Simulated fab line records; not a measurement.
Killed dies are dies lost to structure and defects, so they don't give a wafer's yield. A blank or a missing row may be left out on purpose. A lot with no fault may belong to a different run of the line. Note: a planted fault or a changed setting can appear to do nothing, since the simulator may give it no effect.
Split-lot study | flow sfq_line | 5 lots, 23 wafers read, on a route of 325 steps

ON THE SPLIT
At SFQ_TRILAYER_I0_VIA_LITHO_PEB_034 (peb time 60 s), the setting peb_temp_c was moved away from the recipe's 115 C on 10 of the 23 wafers read, by -3.0% to +1.4%. All remaining wafers had this setting at the recipe value.

FROM THE SPLIT TO THE READING: what the file shows between them, 2 steps
- SFQ_TRILAYER_I0_VIA_LITHO_DEVELOP_033: time 60 s
- SFQ_TRILAYER_I0_VIA_BARC_OPEN_VIA_ETCH_046: etches BARC in O2, target depth 125 nm, time 41.7 s

THE READING
I0.cd_nm (the simulator's own value, which no gauge read), in nm, at SFQ_TRILAYER_I0_VIA_ETCH_VIA_ETCH_034 (etches SiO2 in CHF3, stops on Nb, target depth 260 nm). The file does not state a usual value for it. The 13 wafers here that ran the recipe average 501.8 nm, standard deviation 1.8 nm.

wafer  | tool, chamber at the split | peb_temp_c as run, C | against the recipe | I0.cd_nm, nm | against lot-mates on the recipe
L078.1 | litho_track-02, 0          | 116.6                | +1.4%              | 532          | +29.2
L078.2 | litho_track-02, 0          | 116.6                | +1.4%              | 530.3        | +27.5
L078.3 | litho_track-02, 0          | 115                  | recipe             | 501.7        | -
L078.5 | litho_track-02, 0          | 115                  | recipe             | 504.5        | -
L078.6 | litho_track-02, 0          | 115                  | recipe             | 502.2        | -
L080.3 | litho_track-02, 0          | 115                  | recipe             | 501.2        | -
L080.4 | litho_track-02, 0          | 115                  | recipe             | 499.9        | -
L080.5 | litho_track-02, 0          | 115                  | recipe             | 505.3        | -
L082.1 | litho_track-04, 0          | 115                  | recipe             | 503.4        | -
L082.2 | litho_track-04, 0          | 115                  | recipe             | 502.9        | -
L082.3 | litho_track-04, 0          | 114                  | -0.9%              | 480.6        | -22.5
L082.5 | litho_track-04, 0          | 114                  | -0.9%              | 484.6        | -18.5
L082.6 | litho_track-04, 0          | 114                  | -0.9%              | 480.8        | -22.3
L083.1 | litho_track-04, 0          | 115                  | recipe             | 500.1        | -
L083.3 | litho_track-04, 0          | 116.3                | +1.1%              | 517.9        | +16.9
L083.4 | litho_track-04, 0          | 115                  | recipe             | 501.8        | -
L083.5 | litho_track-04, 0          | 116.3                | +1.1%              | 518.7        | +17.8
L083.6 | litho_track-04, 0          | 116.3                | +1.1%              | 522.5        | +21.5
L084.1 | litho_track-02, 0          | 111.6                | -3.0%              | 430.1        | -70.1
L084.2 | litho_track-02, 0          | 115                  | recipe             | 501.7        | -
L084.3 | litho_track-02, 0          | 115                  | recipe             | 498.8        | -
L084.4 | litho_track-02, 0          | 111.6                | -3.0%              | 428.9        | -71.3
L084.6 | litho_track-02, 0          | 115                  | recipe             | 500.2        | -

FIT RESULTS
A straight line over all 23 wafers: I0.cd_nm changes by +22.5 nm for each +1% of peb_temp_c; r = +0.99; the points scatter about the line by 3.4 nm.
The same after taking each lot's own level away (the mean of its wafers on the recipe; 23 wafers): +22.3 nm for each +1%; r = +0.99; scatter 2.9 nm.
According to that fit, moving peb_temp_c by its largest amount changes the reading by 66 nm.
From 500.23 to 503.15 nm: that is the span of the lots' own levels, equal to 1.6 times the standard deviation above.
Hence the lot-to-lot level has little effect on the slope; both slopes agree.
Check: with one of the wafers moved furthest among these (-3.0%) left out of the fit, the line predicts -66.3 nm for it against its lot-mates. Against them it came out at -70.1 nm.

OTHER SPLITS ON THESE WAFERS
These wafers also went through other splits before the reading. Each is held against what the fit with the lots' levels taken away leaves over:
other split on the same wafers                    | wafers away from the commonest value | r with I0.cd_nm (lot level and that fit taken away)
SFQ_TRILAYER_INCOMING_OXIDATION_002 ox_time_s     | 15                                   | -0.04
SFQ_TRILAYER_L0_VIA_LITHO_COAT_018 spin_rpm       | 10                                   | +0.35
SFQ_TRILAYER_L0_VIA_BARC_OPEN_VIA_ETCH_021 time_s | 4                                    | +0.09
SFQ_TRILAYER_M0_LITHO_PEB_024 peb_time_s          | 8                                    | +0.09
SFQ_TRILAYER_M0_ETCH_METAL_ETCH_024 time_s        | 7                                    | +0.20
SFQ_TRILAYER_I0_VIA_LITHO_COAT_031 spin_rpm       | 7                                    | +0.01

THE WHOLE CHAIN: every reading that the file lists as answering this split, in the file's order
step                                       | what it does                                          | reading                                                   | change (the file's fit)              | r (the file's)
SFQ_TRILAYER_I0_VIA_BARC_OPEN_VIA_ETCH_046 | etches BARC in O2, target depth 125 nm, time 41.7 s   | I0.cd_nm (the simulator's own value, which no gauge read) | +22.5 nm for each +1% of the setting | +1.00
SFQ_TRILAYER_I0_VIA_ETCH_VIA_ETCH_034      | etches SiO2 in CHF3, stops on Nb, target depth 260 nm | I0.cd_nm (the simulator's own value, which no gauge read) | +22.7 nm for each +1% of the setting | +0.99

THE FILE'S OWN FIT
I0.cd_nm changes by +22.7 nm for each +1% of peb_temp_c, r = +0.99.
